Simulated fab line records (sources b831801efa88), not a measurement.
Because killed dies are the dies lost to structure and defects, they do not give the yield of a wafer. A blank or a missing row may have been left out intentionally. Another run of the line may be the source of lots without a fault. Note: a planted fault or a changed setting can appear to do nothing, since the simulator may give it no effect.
fab line records -- flow sky130
record lots=24, wafers=72, lastDay=50
route steps=708 shown CONTACT@411 METAL1@439 VIA1@482
lots with no fault: from the same line, run without faults
startH: start of the lot's first displayed wafer, in hours after the record's first day -- waitH: time in hours since the lot's previous step -- " unchanged from the row above -- L1.1+2: a single row standing in for several wafers -- - value missing, or start not given -- * or withheld: withheld -- < > ~ a bound
route shown NAME@n: names a module that has steps shown in the file, with the first one's number in the route -- usual: mean/standard deviation of fault-free wafers -- same: alike in all rows -- chamber/n: place in a boat -- sites: readings site by site -- _std_site: standard deviation across them -- _edge_site: inner sites' mean taken away from outer sites' mean -- radiusMm: for every site, how far away it sits from the centre of the wafer -- mask NAME#n: copy n -- behind: the tool/chamber that last shaped the wafer -- hold: why the lot went on hold/how many hours it stayed there/how the hold came to an end -- device: whichever transistor did not switch (one of n, p or np) -- end of line: the same wafers' tests at the end of the route -- a step given without rows: its recipe and nothing more -- killed: dies that structure and defects cost at the first sort, which is not the same as the wafer's yield -- map: dies across one wafer; x = killed, . = not, _ = none there
set.NAME: the setting that was run; set.NAME@STEP: the one run at that earlier step -- model.NAME: the simulator's own value behind a step, which no gauge read
one table for each step of the route and one row for each wafer, over a sample of lots
services: when a tool's chamber went out of use (startH, in hours from the record's first day, below 0 if earlier), for how many hours, and the reason
## steps
# step SKY_CONTACT_BOW_MEAS_05
# recipe mode=bow
# usual CONTACT_BOW=82/6.9
lot.wafer,tool,chamber,startH,waitH,CONTACT_BOW[um]
L074.1,filmMetro-03,-,698.48,0.2,63
L074.2,filmMetro-03,-,698.48,0.2,79
L074.3,filmMetro-03,-,698.48,0.2,78
L075.2,filmMetro-02,-,709.70,0.2,80
L075.4,filmMetro-02,-,709.70,0.2,83
L075.5,filmMetro-02,-,709.70,0.2,79
L076.2,filmMetro-01,-,715.72,0.3,84
L076.3,filmMetro-01,-,715.72,0.3,81
L076.6,filmMetro-01,-,715.72,0.3,96
L077.1,filmMetro-01,-,736.27,0.1,81
L077.3,filmMetro-01,-,736.27,0.1,68
L077.4,filmMetro-01,-,736.27,0.1,78
L078.3,filmMetro-02,-,738.57,0.2,82
L078.5,filmMetro-02,-,738.57,0.2,76
L078.6,filmMetro-02,-,738.57,0.2,87
L079.1,filmMetro-01,-,743.35,0.2,84
L079.3,filmMetro-01,-,743.35,0.2,78
L079.4,filmMetro-01,-,743.35,0.2,80
L080.3,filmMetro-02,-,751.88,0.1,85
L080.4,filmMetro-02,-,751.88,0.1,99
L080.5,filmMetro-02,-,751.88,0.1,90
L082.2,filmMetro-01,-,788.20,0.2,80
L082.3,filmMetro-01,-,788.20,0.2,85
L082.4,filmMetro-01,-,788.20,0.2,76
L083.1,filmMetro-03,-,788.84,0.1,72
L083.2,filmMetro-03,-,788.84,0.1,89
L083.5,filmMetro-03,-,788.84,0.1,89
L081.1,filmMetro-03,-,790.92,0.2,81
L081.2,filmMetro-03,-,790.92,0.2,86
L081.4,filmMetro-03,-,790.92,0.2,86
L084.2,filmMetro-02,-,791.43,0.2,92
L084.3,filmMetro-02,-,791.43,0.2,90
L084.5,filmMetro-02,-,791.43,0.2,92
L085.2,filmMetro-03,-,797.85,0.2,80
L085.5,filmMetro-03,-,797.85,0.2,79
L085.6,filmMetro-03,-,797.85,0.2,76
L086.2,filmMetro-02,-,818.96,0.3,87
L086.4,filmMetro-02,-,818.96,0.3,78
L086.5,filmMetro-02,-,818.96,0.3,84
L087.3,filmMetro-03,-,821.19,0.2,83
L087.4,filmMetro-03,-,821.19,0.2,83
L087.6,filmMetro-03,-,821.19,0.2,81
L088.1,filmMetro-01,-,824.47,0.1,70
L088.3,filmMetro-01,-,824.47,0.1,81
L088.6,filmMetro-01,-,824.47,0.1,72
L089.2,filmMetro-01,-,835.29,0.2,83
L089.4,filmMetro-01,-,835.29,0.2,78
L089.5,filmMetro-01,-,835.29,0.2,88
L090.2,filmMetro-03,-,840.19,0.1,89
L090.5,filmMetro-03,-,840.19,0.1,91
L090.6,filmMetro-03,-,840.19,0.1,90
L092.2,filmMetro-02,-,842.48,0.2,86
L092.4,filmMetro-02,-,842.48,0.2,87
L092.5,filmMetro-02,-,842.48,0.2,80
L091.1,filmMetro-02,-,845.00,0.2,75
L091.2,filmMetro-02,-,845.00,0.2,87
L091.4,filmMetro-02,-,845.00,0.2,84
L093.1,filmMetro-03,-,857.27,0.1,91
L093.2,filmMetro-03,-,857.27,0.1,71
L093.3,filmMetro-03,-,857.27,0.1,71
L094.3,filmMetro-03,-,859.25,0.1,82
L094.4,filmMetro-03,-,859.25,0.1,84
L094.5,filmMetro-03,-,859.25,0.1,95
L095.1,filmMetro-02,-,865.53,0.2,77
L095.4,filmMetro-02,-,865.53,0.2,73
L095.5,filmMetro-02,-,865.53,0.2,77
L096.1,filmMetro-03,-,876.17,0.1,89
L096.2,filmMetro-03,-,876.17,0.1,87
L096.3,filmMetro-03,-,876.17,0.1,80
L097.1,filmMetro-03,-,877.69,0.2,91
L097.4,filmMetro-03,-,877.69,0.2,75
L097.5,filmMetro-03,-,877.69,0.2,79
# step SKY_CONTACT_THK_MEAS_26
# recipe thkMeasGauge=xrf, reads=W_of_CONTACT_CVD_24
# usual CONTACT_W_THK=335/4.3
lot.wafer,tool,chamber,startH,waitH,CONTACT_W_THK[nm]
L074.1,filmMetro-02,-,726.60,0.1,352
L074.2,filmMetro-02,-,726.60,0.1,343
L074.3,filmMetro-02,-,726.60,0.1,346
L075.2,filmMetro-03,-,738.11,0.1,328
L075.4,filmMetro-03,-,738.11,0.1,331
L075.5,filmMetro-03,-,738.11,0.1,332
L076.2,filmMetro-01,-,744.13,0.1,336
L076.3,filmMetro-01,-,744.13,0.1,335
L076.6,filmMetro-01,-,744.13,0.1,340
L077.1,filmMetro-03,-,763.99,0.1,332
L077.3,filmMetro-03,-,763.99,0.1,332
L077.4,filmMetro-03,-,763.99,0.1,333
L078.3,filmMetro-01,-,766.41,0.1,333
L078.5,filmMetro-01,-,766.41,0.1,333
L078.6,filmMetro-01,-,766.41,0.1,331
L079.1,filmMetro-03,-,771.81,0.1,337
L079.3,filmMetro-03,-,771.81,0.1,338
L079.4,filmMetro-03,-,771.81,0.1,340
L080.3,filmMetro-03,-,778.97,0.1,332
L080.4,filmMetro-03,-,778.97,0.1,335
L080.5,filmMetro-03,-,778.97,0.1,335
L082.2,filmMetro-03,-,815.58,0.1,334
L082.3,filmMetro-03,-,815.58,0.1,336
L082.4,filmMetro-03,-,815.58,0.1,334
L083.1,filmMetro-02,-,816.67,0.1,335
L083.2,filmMetro-02,-,816.67,0.1,336
L083.5,filmMetro-02,-,816.67,0.1,336
L081.1,filmMetro-01,-,818.95,0.1,330
L081.2,filmMetro-01,-,818.95,0.1,335
L081.4,filmMetro-01,-,818.95,0.1,332
L084.2,filmMetro-01,-,819.91,0.1,334
L084.3,filmMetro-01,-,819.91,0.1,335
L084.5,filmMetro-01,-,819.91,0.1,333
L085.2,filmMetro-01,-,825.81,0.1,333
L085.5,filmMetro-01,-,825.81,0.1,333
L085.6,filmMetro-01,-,825.81,0.1,332
L086.2,filmMetro-03,-,845.66,0.1,333
L086.4,filmMetro-03,-,845.66,0.1,336
L086.5,filmMetro-03,-,845.66,0.1,333
L087.3,filmMetro-01,-,851.77,0.1,332
L087.4,filmMetro-01,-,851.77,0.1,334
L087.6,filmMetro-01,-,851.77,0.1,333
L088.1,filmMetro-02,-,852.44,0.1,341
L088.3,filmMetro-02,-,852.44,0.1,339
L088.6,filmMetro-02,-,852.44,0.1,337
L089.2,filmMetro-03,-,863.08,0.1,330
L089.4,filmMetro-03,-,863.08,0.1,333
L089.5,filmMetro-03,-,863.08,0.1,333
L090.2,filmMetro-03,-,867.48,0.1,328
L090.5,filmMetro-03,-,867.48,0.1,333
L090.6,filmMetro-03,-,867.48,0.1,330
L092.2,filmMetro-02,-,869.48,0.1,344
L092.4,filmMetro-02,-,869.48,0.1,343
L092.5,filmMetro-02,-,869.48,0.1,337
L091.1,filmMetro-03,-,872.23,0.1,336
L091.2,filmMetro-03,-,872.23,0.1,336
L091.4,filmMetro-03,-,872.23,0.1,327
L093.1,filmMetro-01,-,884.65,0.1,337
L093.2,filmMetro-01,-,884.65,0.1,335
L093.3,filmMetro-01,-,884.65,0.1,337
L094.3,filmMetro-01,-,886.71,0.1,337
L094.4,filmMetro-01,-,886.71,0.1,342
L094.5,filmMetro-01,-,886.71,0.1,335
L095.1,filmMetro-01,-,892.37,0.1,337
L095.4,filmMetro-01,-,892.37,0.1,336
L095.5,filmMetro-01,-,892.37,0.1,343
L096.1,filmMetro-03,-,903.33,0.1,330
L096.2,filmMetro-03,-,903.33,0.1,334
L096.3,filmMetro-03,-,903.33,0.1,328
L097.1,filmMetro-01,-,904.68,0.1,336
L097.4,filmMetro-01,-,904.68,0.1,338
L097.5,filmMetro-01,-,904.68,0.1,331
# step SKY_METAL1_RS_MEAS_05
# recipe thkMeasGauge=four-point-probe, reads=TiN_of_METAL1_SPUTTER_04+Ti_of_METAL1_SPUTTER_03+AlCu_of_METAL1_SPUTTER_02+TiN_of_METAL1_SPUTTER_01+Ti_of_METAL1_SPUTTER_00
# usual METAL1_ALCU_RS=0.1262/0.0013
lot.wafer,tool,chamber,startH,waitH,METAL1_ALCU_RS[ohm/sq]
L074.1,filmMetro-01,-,727.10,0.0,0.1269
L074.2,filmMetro-01,-,727.10,0.0,0.1273
L074.3,filmMetro-01,-,727.10,0.0,0.1278
L075.2,filmMetro-04,-,738.62,0.0,0.1269
L075.4,filmMetro-04,-,738.62,0.0,0.1254
L075.5,filmMetro-04,-,738.62,0.0,0.1266
L076.2,filmMetro-03,-,744.64,0.0,0.1269
L076.3,filmMetro-03,-,744.64,0.0,0.1272
L076.6,filmMetro-03,-,744.64,0.0,0.1280
L077.1,filmMetro-01,-,764.73,0.0,0.1268
L077.3,filmMetro-01,-,764.73,0.0,0.1261
L077.4,filmMetro-01,-,764.73,0.0,0.1268
L078.3,filmMetro-03,-,766.93,0.1,0.1251
L078.5,filmMetro-03,-,766.93,0.1,0.1249
L078.6,filmMetro-03,-,766.93,0.1,0.1234
L079.1,filmMetro-01,-,772.31,0.0,0.1265
L079.3,filmMetro-01,-,772.31,0.0,0.1269
L079.4,filmMetro-01,-,772.31,0.0,0.1264
L080.3,filmMetro-01,-,779.88,0.1,0.1259
L080.4,filmMetro-01,-,779.88,0.1,0.1253
L080.5,filmMetro-01,-,779.88,0.1,0.1267
L082.2,filmMetro-01,-,816.09,0.0,0.1238
L082.3,filmMetro-01,-,816.09,0.0,0.1249
L082.4,filmMetro-01,-,816.09,0.0,0.1247
L083.1,filmMetro-01,-,817.17,0.0,0.1239
L083.2,filmMetro-01,-,817.17,0.0,0.1239
L083.5,filmMetro-01,-,817.17,0.0,0.1241
L081.1,filmMetro-04,-,819.45,0.0,0.1255
L081.2,filmMetro-04,-,819.45,0.0,0.1254
L081.4,filmMetro-04,-,819.45,0.0,0.1254
L084.2,filmMetro-04,-,820.42,0.0,0.1257
L084.3,filmMetro-04,-,820.42,0.0,0.1259
L084.5,filmMetro-04,-,820.42,0.0,0.1246
L085.2,filmMetro-01,-,826.32,0.0,0.1266
L085.5,filmMetro-01,-,826.32,0.0,0.1259
L085.6,filmMetro-01,-,826.32,0.0,0.1261
L086.2,filmMetro-01,-,846.17,0.0,0.1276
L086.4,filmMetro-01,-,846.17,0.0,0.1270
L086.5,filmMetro-01,-,846.17,0.0,0.1274
L087.3,filmMetro-03,-,852.29,0.1,0.1272
L087.4,filmMetro-03,-,852.29,0.1,0.1263
L087.6,filmMetro-03,-,852.29,0.1,0.1264
L088.1,filmMetro-03,-,852.94,0.0,0.1272
L088.3,filmMetro-03,-,852.94,0.0,0.1272
L088.6,filmMetro-03,-,852.94,0.0,0.1271
L089.2,filmMetro-04,-,863.59,0.0,0.1250
L089.4,filmMetro-04,-,863.59,0.0,0.1262
L089.5,filmMetro-04,-,863.59,0.0,0.1255
L090.2,filmMetro-01,-,867.99,0.0,0.1251
L090.5,filmMetro-01,-,867.99,0.0,0.1239
L090.6,filmMetro-01,-,867.99,0.0,0.1247
L092.2,filmMetro-01,-,869.99,0.0,0.1258
L092.4,filmMetro-01,-,869.99,0.0,0.1275
L092.5,filmMetro-01,-,869.99,0.0,0.1259
L091.1,filmMetro-01,-,872.73,0.0,0.1261
L091.2,filmMetro-01,-,872.73,0.0,0.1261
L091.4,filmMetro-01,-,872.73,0.0,0.1254
L093.1,filmMetro-03,-,885.15,0.0,0.1280
L093.2,filmMetro-03,-,885.15,0.0,0.1281
L093.3,filmMetro-03,-,885.15,0.0,0.1272
L094.3,filmMetro-03,-,887.23,0.1,0.1298
L094.4,filmMetro-03,-,887.23,0.1,0.1294
L094.5,filmMetro-03,-,887.23,0.1,0.1291
L095.1,filmMetro-04,-,892.87,0.0,0.1251
L095.4,filmMetro-04,-,892.87,0.0,0.1247
L095.5,filmMetro-04,-,892.87,0.0,0.1259
L096.1,filmMetro-03,-,903.90,0.0,0.1268
L096.2,filmMetro-03,-,903.90,0.0,0.1245
L096.3,filmMetro-03,-,903.90,0.0,0.1261
L097.1,filmMetro-03,-,905.18,0.0,0.1261
L097.4,filmMetro-03,-,905.18,0.0,0.1281
L097.5,filmMetro-03,-,905.18,0.0,0.1273
# step SKY_METAL1_THK_MEAS_06
# recipe thkMeasGauge=xrf, reads=AlCu_of_METAL1_SPUTTER_02
# usual METAL1_ALCU_THK=251.0/2.6
lot.wafer,tool,chamber,startH,waitH,METAL1_ALCU_THK[nm]
L074.1,filmMetro-01,-,727.22,0.1,249.9
L074.2,filmMetro-01,-,727.22,0.1,248.8
L074.3,filmMetro-01,-,727.22,0.1,245.9
L075.2,filmMetro-04,-,738.73,0.1,250.4
L075.4,filmMetro-04,-,738.73,0.1,253.1
L075.5,filmMetro-04,-,738.73,0.1,250.6
L076.2,filmMetro-03,-,744.75,0.1,252.4
L076.3,filmMetro-03,-,744.75,0.1,252.9
L076.6,filmMetro-03,-,744.75,0.1,248.2
L077.1,filmMetro-01,-,764.85,0.1,248.5
L077.3,filmMetro-01,-,764.85,0.1,251.1
L077.4,filmMetro-01,-,764.85,0.1,247.2
L078.3,filmMetro-03,-,767.03,0.1,255.2
L078.5,filmMetro-03,-,767.03,0.1,254.7
L078.6,filmMetro-03,-,767.03,0.1,257.2
L079.1,filmMetro-01,-,772.43,0.1,251.5
L079.3,filmMetro-01,-,772.43,0.1,251.1
L079.4,filmMetro-01,-,772.43,0.1,251.0
L080.3,filmMetro-01,-,779.98,0.1,251.9
L080.4,filmMetro-01,-,779.98,0.1,254.2
L080.5,filmMetro-01,-,779.98,0.1,252.4
L082.2,filmMetro-01,-,816.20,0.1,255.5
L082.3,filmMetro-01,-,816.20,0.1,250.9
L082.4,filmMetro-01,-,816.20,0.1,252.4
L083.1,filmMetro-01,-,817.29,0.1,255.7
L083.2,filmMetro-01,-,817.29,0.1,252.9
L083.5,filmMetro-01,-,817.29,0.1,253.7
L081.1,filmMetro-04,-,819.57,0.1,252.4
L081.2,filmMetro-04,-,819.57,0.1,253.1
L081.4,filmMetro-04,-,819.57,0.1,252.7
L084.2,filmMetro-04,-,820.53,0.1,252.5
L084.3,filmMetro-04,-,820.53,0.1,252.0
L084.5,filmMetro-04,-,820.53,0.1,253.5
L085.2,filmMetro-01,-,826.43,0.1,249.7
L085.5,filmMetro-01,-,826.43,0.1,252.1
L085.6,filmMetro-01,-,826.43,0.1,251.1
L086.2,filmMetro-01,-,846.28,0.1,247.8
L086.4,filmMetro-01,-,846.28,0.1,248.5
L086.5,filmMetro-01,-,846.28,0.1,247.9
L087.3,filmMetro-03,-,852.39,0.1,249.8
L087.4,filmMetro-03,-,852.39,0.1,251.4
L087.6,filmMetro-03,-,852.39,0.1,251.8
L088.1,filmMetro-03,-,853.06,0.1,250.3
L088.3,filmMetro-03,-,853.06,0.1,247.7
L088.6,filmMetro-03,-,853.06,0.1,250.1
L089.2,filmMetro-04,-,863.70,0.1,253.6
L089.4,filmMetro-04,-,863.70,0.1,250.3
L089.5,filmMetro-04,-,863.70,0.1,253.3
L090.2,filmMetro-01,-,868.10,0.1,251.8
L090.5,filmMetro-01,-,868.10,0.1,252.1
L090.6,filmMetro-01,-,868.10,0.1,253.2
L092.2,filmMetro-01,-,870.10,0.1,250.6
L092.4,filmMetro-01,-,870.10,0.1,245.2
L092.5,filmMetro-01,-,870.10,0.1,251.0
L091.1,filmMetro-01,-,872.85,0.1,251.1
L091.2,filmMetro-01,-,872.85,0.1,250.4
L091.4,filmMetro-01,-,872.85,0.1,252.0
L093.1,filmMetro-03,-,885.27,0.1,248.2
L093.2,filmMetro-03,-,885.27,0.1,248.4
L093.3,filmMetro-03,-,885.27,0.1,251.6
L094.3,filmMetro-03,-,887.33,0.1,243.1
L094.4,filmMetro-03,-,887.33,0.1,245.6
L094.5,filmMetro-03,-,887.33,0.1,245.8
L095.1,filmMetro-04,-,892.99,0.1,251.5
L095.4,filmMetro-04,-,892.99,0.1,254.3
L095.5,filmMetro-04,-,892.99,0.1,252.4
L096.1,filmMetro-03,-,904.02,0.1,249.9
L096.2,filmMetro-03,-,904.02,0.1,254.1
L096.3,filmMetro-03,-,904.02,0.1,252.5
L097.1,filmMetro-03,-,905.30,0.1,252.0
L097.4,filmMetro-03,-,905.30,0.1,246.9
L097.5,filmMetro-03,-,905.30,0.1,250.5
# step SKY_METAL1_CD_MEAS_15
# recipe targetCdNm=140
# usual cdNm=140.3/1.6
lot.wafer,tool,chamber,startH,waitH,cdNm
L074.1,cdSem-01,-,754.31,-,140.9
L074.2,cdSem-01,-,754.31,-,140.6
L074.3,cdSem-01,-,754.31,-,140.8
L075.2,cdSem-02,-,765.49,-,138.6
L075.4,cdSem-02,-,765.49,-,138.3
L075.5,cdSem-02,-,765.49,-,139.9
L076.2,cdSem-02,-,771.56,-,140.6
L076.3,cdSem-02,-,771.56,-,139.7
L076.6,cdSem-02,-,771.56,-,139.1
L077.1,cdSem-02,-,791.57,-,139.7
L077.3,cdSem-02,-,791.57,-,139.0
L077.4,cdSem-02,-,791.57,-,142.2
L078.3,cdSem-01,-,793.73,-,138.3
L078.5,cdSem-01,-,793.73,-,139.8
L078.6,cdSem-01,-,793.73,-,140.6
L079.1,cdSem-02,-,799.19,-,142.1
L079.3,cdSem-02,-,799.19,-,143.7
L079.4,cdSem-02,-,799.19,-,143.0
L080.3,cdSem-01,-,806.88,-,139.3
L080.4,cdSem-01,-,806.88,-,140.0
L080.5,cdSem-01,-,806.88,-,140.7
L082.2,cdSem-02,-,842.56,-,140.8
L082.3,cdSem-02,-,842.56,-,141.3
L082.4,cdSem-02,-,842.56,-,141.1
L083.1,cdSem-01,-,843.12,-,138.5
L083.2,cdSem-01,-,843.12,-,139.4
L083.5,cdSem-01,-,843.12,-,138.8
L081.1,cdSem-02,-,845.89,-,142.8
L081.2,cdSem-02,-,845.89,-,143.9
L081.4,cdSem-02,-,845.89,-,143.8
L084.2,cdSem-02,-,846.28,-,140.6
L084.3,cdSem-02,-,846.28,-,139.0
L084.5,cdSem-02,-,846.28,-,139.4
L085.2,cdSem-01,-,853.48,-,138.5
L085.5,cdSem-01,-,853.48,-,138.0
L085.6,cdSem-01,-,853.48,-,137.6
L086.2,cdSem-02,-,872.79,-,137.8
L086.4,cdSem-02,-,872.79,-,138.3
L086.5,cdSem-02,-,872.79,-,138.9
L087.3,cdSem-01,-,877.58,-,141.2
L087.4,cdSem-01,-,877.58,-,141.2
L087.6,cdSem-01,-,877.58,-,142.3
L088.1,cdSem-01,-,879.01,-,138.3
L088.3,cdSem-01,-,879.01,-,140.0
L088.6,cdSem-01,-,879.01,-,139.3
L089.2,cdSem-01,-,888.73,-,140.9
L089.4,cdSem-01,-,888.73,-,141.9
L089.5,cdSem-01,-,888.73,-,141.2
L090.2,cdSem-02,-,893.66,-,140.7
L090.5,cdSem-02,-,893.66,-,139.5
L090.6,cdSem-02,-,893.66,-,140.2
L092.2,cdSem-02,-,896.33,-,140.0
L092.4,cdSem-02,-,896.33,-,140.8
L092.5,cdSem-02,-,896.33,-,141.3
L091.1,cdSem-02,-,898.99,-,140.6
L091.2,cdSem-02,-,898.99,-,142.1
L091.4,cdSem-02,-,898.99,-,141.1
L093.1,cdSem-02,-,910.81,-,142.5
L093.2,cdSem-02,-,910.81,-,141.7
L093.3,cdSem-02,-,910.81,-,142.1
L094.3,cdSem-01,-,912.43,-,140.3
L094.4,cdSem-01,-,912.43,-,139.4
L094.5,cdSem-01,-,912.43,-,139.9
L095.1,cdSem-02,-,918.26,-,139.7
L095.4,cdSem-02,-,918.26,-,138.4
L095.5,cdSem-02,-,918.26,-,138.8
L096.1,cdSem-01,-,929.81,-,137.2
L096.2,cdSem-01,-,929.81,-,136.9
L096.3,cdSem-01,-,929.81,-,137.4
L097.1,cdSem-01,-,930.64,-,144.1
L097.4,cdSem-01,-,930.64,-,142.0
L097.5,cdSem-01,-,930.64,-,142.8
# step SKY_VIA1_CMP_24
# recipe stopOn=SiO2, tOverpolishS=15, downForcePsi=3.5, platenRpm=60, targetThkNm=0, padVelocityMS=0.94248
# usual motorCurrentA=11.3/0.56, overpolishRunS=14.999/0.009, timeToEndpointS=65.0/2.7
lot.wafer,tool,chamber,startH,waitH,motorCurrentA,overpolishRunS,timeToEndpointS
L074.1,cmp-01,2,783.57,0.1,11.5,15.012,68.8
L074.2,cmp-01,3,783.57,0.1,11.5,15.005,67.1
L074.3,cmp-01,0,783.57,0.1,11.6,15.001,65.0
L075.2,cmp-01,0,795.31,0.1,11.1,15.019,63.8
L075.4,cmp-01,1,795.31,0.1,11.1,15.006,68.6
L075.5,cmp-01,0,795.31,0.1,11.8,14.994,64.0
L076.3,cmp-01,3,801.04,0.1,11.6,14.994,66.2
L076.2,cmp-01,1,801.04,0.1,11.4,14.989,68.2
L076.6,cmp-01,3,801.04,0.1,11.2,14.985,66.1
L077.1,cmp-02,1,821.47,0.1,12.6,14.998,65.0
L077.3,cmp-02,2,821.47,0.1,10.0,14.990,62.2
L077.4,cmp-02,0,821.47,0.1,12.1,14.990,63.5
L078.3,cmp-02,0,823.29,0.0,10.8,15.007,60.0
L078.5,cmp-02,0,823.29,0.0,11.5,15.002,62.3
L078.6,cmp-02,1,823.29,0.0,12.2,15.015,62.0
L079.3,cmp-02,1,828.24,0.0,12.2,14.991,62.5
L079.1,cmp-02,2,828.24,0.0,10.2,15.002,62.5
L079.4,cmp-02,0,828.24,0.0,11.5,14.999,64.4
L080.3,cmp-02,1,836.14,0.1,11.9,15.010,65.6
L080.4,cmp-02,3,836.14,0.1,10.9,14.997,63.9
L080.5,cmp-02,1,836.14,0.1,11.9,14.994,66.4
L082.2,cmp-02,2,871.78,0.0,10.6,15.018,62.1
L082.4,cmp-02,0,871.78,0.0,11.5,15.009,62.9
L082.3,cmp-02,1,871.78,0.0,12.1,14.995,64.6
L083.1,cmp-01,2,872.13,0.1,11.1,14.982,64.4
L083.2,cmp-01,1,872.13,0.1,11.9,14.997,64.2
L083.5,cmp-01,2,872.13,0.1,10.9,15.003,67.0
L081.2,cmp-01,3,874.78,0.0,11.5,14.991,64.6
L081.1,cmp-01,0,874.78,0.0,11.9,14.996,62.0
L081.4,cmp-01,1,874.78,0.0,11.0,14.997,67.1
L084.3,cmp-02,0,875.13,0.0,11.3,14.991,64.4
L084.2,cmp-02,3,875.13,0.0,10.7,14.994,63.5
L084.5,cmp-02,1,875.13,0.0,11.8,14.997,65.3
L085.2,cmp-01,3,881.71,0.0,11.4,15.001,66.4
L085.5,cmp-01,3,881.71,0.0,12.1,14.996,65.0
L085.6,cmp-01,0,881.71,0.0,11.6,14.995,61.3
L086.2,cmp-01,3,900.83,0.0,11.3,14.998,63.8
L086.4,cmp-01,1,900.83,0.0,11.1,15.003,67.4
L086.5,cmp-01,3,900.83,0.0,11.3,14.990,64.5
L087.4,cmp-01,0,905.47,0.2,11.5,14.996,63.8
L087.3,cmp-01,2,905.47,0.2,11.4,14.994,70.0
L087.6,cmp-01,0,905.47,0.2,11.6,14.986,60.7
L088.1,cmp-01,1,907.61,0.1,11.2,14.998,65.2
L088.3,cmp-01,3,907.61,0.1,11.3,15.007,63.9
L088.6,cmp-01,2,907.61,0.1,10.8,14.996,67.8
L089.4,cmp-02,2,916.49,0.1,10.3,15.001,61.2
L089.2,cmp-02,3,916.49,0.1,10.1,15.017,61.6
L089.5,cmp-02,1,916.49,0.1,12.9,14.995,65.5
L090.2,cmp-01,0,921.78,0.1,11.3,15.012,65.2
L090.5,cmp-01,2,921.78,0.1,11.1,15.000,70.1
L090.6,cmp-01,3,921.78,0.1,11.6,15.004,68.3
L092.4,cmp-01,0,924.94,0.1,11.8,15.011,62.2
L092.2,cmp-01,1,924.94,0.1,11.3,14.988,65.8
L092.5,cmp-01,3,924.94,0.1,11.2,15.002,63.2
L091.1,cmp-01,0,926.92,0.1,10.8,15.011,60.0
L091.2,cmp-01,1,926.92,0.1,11.8,15.000,66.6
L091.4,cmp-01,3,926.92,0.1,11.8,15.008,63.8
L093.3,cmp-01,1,938.37,0.0,10.7,15.013,68.1
L093.1,cmp-01,2,938.37,0.0,11.2,14.991,67.8
L093.2,cmp-01,0,938.37,0.0,11.8,15.007,63.2
L094.4,cmp-02,0,940.14,0.1,11.4,14.985,69.1
L094.3,cmp-02,2,940.14,0.1,10.3,14.969,65.6
L094.5,cmp-02,3,940.14,0.1,10.3,14.995,66.9
L095.1,cmp-01,0,945.59,0.1,11.4,15.014,60.8
L095.4,cmp-01,2,945.59,0.1,11.1,14.989,66.4
L095.5,cmp-01,0,945.59,0.1,11.5,15.000,62.7
L096.3,cmp-01,0,957.30,0.0,11.3,14.990,60.9
L096.2,cmp-01,2,957.30,0.0,11.4,14.999,68.3
L096.1,cmp-01,3,957.30,0.0,11.0,14.995,63.3
L097.1,cmp-01,3,958.11,0.1,11.7,15.012,64.3
L097.4,cmp-01,0,958.11,0.1,11.3,14.991,60.8
L097.5,cmp-01,0,958.11,0.1,11.1,14.987,60.5
## services
tool,chamber,startH,hours,kind
cmp-02,-,772.57,22.0,pm
cmp-01,-,853.68,3.3,pm
cmp-01,-,860.65,6.3,pm
cmp-02,-,879.73,0.8,repair
cmp-01,-,882.39,0.9,repair
cmp-01,-,898.01,2.7,repair
cmp-02,-,901.43,6.6,pm
cmp-01,-,912.44,4.0,pm
cmp-01,-,916.44,-,consumableReplace:conditioner
cmp-01,-,916.44,-,consumableReplace:pad
cmp-02,-,931.33,3.5,repair
## key
fault none
